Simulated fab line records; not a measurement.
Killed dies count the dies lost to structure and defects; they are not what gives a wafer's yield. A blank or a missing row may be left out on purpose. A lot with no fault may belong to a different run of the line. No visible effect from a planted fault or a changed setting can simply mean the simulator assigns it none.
A lot that was struck, set against a sound lot + flow sky130 + 34 steps out of a route of 708
Sound: wafers L326.2, L326.3, L326.4. Struck: wafer L335.5; the same lot's L335.2 was not struck, so it is left out; see the end for the cause.
Each step with rows lists, per side, the tool, then ch with its chambers, then its first start. Under that, the readings that differ: sound wafers + struck wafers + difference of the means + sigmas: that difference in standard deviations of wafers without a fault.
alike: readings whose means differ by less than 2 such deviations, and words and numbers that are the same on both sides. not compared: withheld readings, readings that some wafer has no value for, bounds like >300 that may hide the same value, and numbers for which the record gives no deviation and whose values overlap.
The two part at a step that has a row with sigmas, a row that says differs or no value, or rows on one side only. Numbers that don't overlap but have no deviation are shown without sigmas and don't part them. A reading missing from all wafers of one side parts the sides only when that side holds two or more wafers.

first, 4 steps without rows for these wafers: SKY_METAL5_SOFTBAKE_10 (time 60 s); SKY_METAL5_EXPOSE_11 (exposes mask MM5, target cd 1600 nm); SKY_METAL5_PEB_12; SKY_METAL5_DEVELOP_13 (develop time 60 s).
SKY_METAL5_DESCUM_14: chemistry O2, time 11 s.
  sound on rieMetal-04 ch 0,1, day 47 12:52; struck on rieMetal-02 ch 1, day 49 04:22
  alike: drypumpMotorCurrentA, oesProductAu
  not compared: rfHoursCounterH
SKY_METAL5_METAL_ETCH_15: etches the open film in Cl2/BCl3, stops on SiO2, target depth 1260 nm, time 252 s.
  sound on rieMetal-04 ch 0,1, day 47 12:54; struck on rieMetal-02 ch 1, day 49 04:24
  alike: bcl3FlowSccm, drypumpMotorCurrentA, oesProductAu, throttleValvePct
  not compared: rfHoursCounterH
SKY_METAL5_STRIP_16: strips in O2/N2.
  sound on plasmaAsher-04 ch 0,1, day 47 13:08; struck on plasmaAsher-01 ch 0, day 49 04:38
| reading                  | sound       | struck | difference | sigmas |
|--------------------------|-------------|--------|------------|--------|
| drypumpMotorCurrentA (A) | 5.0 4.9 5.2 | 5.9    | +0.9       | +2     |
  alike: oesProductAu, stripTimeToEndpointS
  not compared: rfHoursCounterH
then, 4 steps without rows for these wafers: SKY_METAL5_STRIP_17 (strips in post etch residue remover, time 1200 s); SKY_METAL5_CLEAN_18 (cleans in IPA, time 180 s); SKY_METAL5_CLEAN_19 (cleans in O3/DIW); SKY_PASSIVATION_CVD_00 (deposits SiO2, target thk 90 nm).
SKY_PASSIVATION_THK_MEAS_01:
  struck on filmMetro-03, day 49 05:17; sound on filmMetro-04, day 47 13:46
  alike: PASSIVATION_CVD_00_THK
SKY_PASSIVATION_CVD_02: deposits Si3N4, target thk 540 nm.
  sound on pecvd-02 ch 0,1, day 47 13:49; struck on pecvd-02 ch 1, day 49 05:20
| reading                                      | sound             | struck | difference | sigmas |
|----------------------------------------------|-------------------|--------|------------|--------|
| model.Si3N4_of_PASSIVATION_CVD_02.thkNm (nm) | 533.8 533.2 532.9 | 559    | +26        |        |
  alike: heaterPowerW
SKY_PASSIVATION_THK_MEAS_03:
  struck on filmMetro-03, day 49 05:35; sound on filmMetro-02, day 47 14:03
| reading                     | sound       | struck | difference | sigmas |
|-----------------------------|-------------|--------|------------|--------|
| PASSIVATION_CVD_02_THK (nm) | 534 533 533 | 559    | +26        | +4     |
then, 7 steps without rows for these wafers: SKY_PASSIVATION_DEHYDRATE_04 (time 60 s); SKY_PASSIVATION_HMDS_05 (prime time 60 s); SKY_PASSIVATION_COAT_06 (resist thk 3000 nm); SKY_PASSIVATION_SOFTBAKE_07; SKY_PASSIVATION_EXPOSE_08 (exposes mask NSM, target cd 3000 nm); SKY_PASSIVATION_PEB_09; SKY_PASSIVATION_DEVELOP_10 (develop time 60 s).
SKY_PASSIVATION_ETCH_11: etches the open film in CF4/O2, stops on AlCu, target depth 725 nm, time 161.1 s.
  sound on rieDiel-04 ch 0,3, day 48 10:04; struck on rieDiel-04 ch 1, day 49 23:16
| reading                               | sound             | struck | difference | sigmas |
|---------------------------------------|-------------------|--------|------------|--------|
| model.PASSIVATION.featureDepthNm (nm) | 697.5 698.3 698.1 | 726.2  | +28.2      |        |
| model.etch.depthNm (nm)               | 697.5 698.3 698.1 | 726.2  | +28.2      |        |
  alike: drypumpMotorCurrentA, oesProductAu, throttleValvePct
  not compared: rfHoursCounterH
SKY_PASSIVATION_STRIP_12: strips in O2/N2.
  sound on plasmaAsher-02 ch 0,1, day 48 10:10; struck on plasmaAsher-02 ch 1, day 49 23:26
  alike: drypumpMotorCurrentA, oesProductAu, stripTimeToEndpointS
  not compared: rfHoursCounterH
then, 7 steps without rows for these wafers: SKY_PAD_OPEN_DEHYDRATE_00 (time 60 s); SKY_PAD_OPEN_HMDS_01 (prime time 60 s); SKY_PAD_OPEN_COAT_02 (resist thk 3000 nm); SKY_PAD_OPEN_SOFTBAKE_03; SKY_PAD_OPEN_EXPOSE_04 (exposes mask PDM, target cd 60000 nm); SKY_PAD_OPEN_PEB_05; SKY_PAD_OPEN_DEVELOP_06 (develop time 60 s).
SKY_PAD_OPEN_ETCH_07: etches the open film in CF4/O2, stops on AlCu, target depth 725 nm, time 161.1 s.
  sound on rieDiel-02 ch 0,1,3, day 49 04:55; struck on rieDiel-01 ch 2, day 50 15:40
| reading                            | sound             | struck | difference | sigmas |
|------------------------------------|-------------------|--------|------------|--------|
| oesProductAu (a.u.)                | 0.968 0.969 0.982 | 0.999  | +0.026     | +4     |
| model.PAD_OPEN.featureDepthNm (nm) | 697.5 698.3 698.1 | 726.2  | +28.2      |        |
| model.etch.depthNm (nm)            | 697.5 698.3 698.1 | 726.2  | +28.2      |        |
  alike: drypumpMotorCurrentA, throttleValvePct
  not compared: rfHoursCounterH
SKY_PAD_OPEN_STRIP_08: strips in O2/N2.
  sound on plasmaAsher-03 ch 0,1, day 49 05:01; struck on plasmaAsher-04 ch 0, day 50 15:46
  alike: drypumpMotorCurrentA, oesProductAu
  not compared: rfHoursCounterH
SKY_PAD_OPEN_STRIP_09: strips in post etch residue remover, time 1200 s.
  sound on wetBench-01 ch 3, day 49 05:07; struck on wetBench-02 ch 1, day 50 15:52
| reading                                      | sound             | struck | difference | sigmas |
|----------------------------------------------|-------------------|--------|------------|--------|
| model.Si3N4_of_PASSIVATION_CVD_02.thkNm (nm) | 533.4 532.8 532.5 | 558.6  | +25.7      |        |
then, 1 step without rows for these wafers: SKY_PAD_OPEN_CLEAN_10 (cleans in IPA, time 180 s).

## WHERE THEY PART
Earliest at SKY_METAL5_STRIP_16; latest, in this record, at SKY_PAD_OPEN_ETCH_07. Later steps at which nothing parts them and some readings are alike: SKY_PAD_OPEN_STRIP_08.

WHY: whatever the simulator had introduced
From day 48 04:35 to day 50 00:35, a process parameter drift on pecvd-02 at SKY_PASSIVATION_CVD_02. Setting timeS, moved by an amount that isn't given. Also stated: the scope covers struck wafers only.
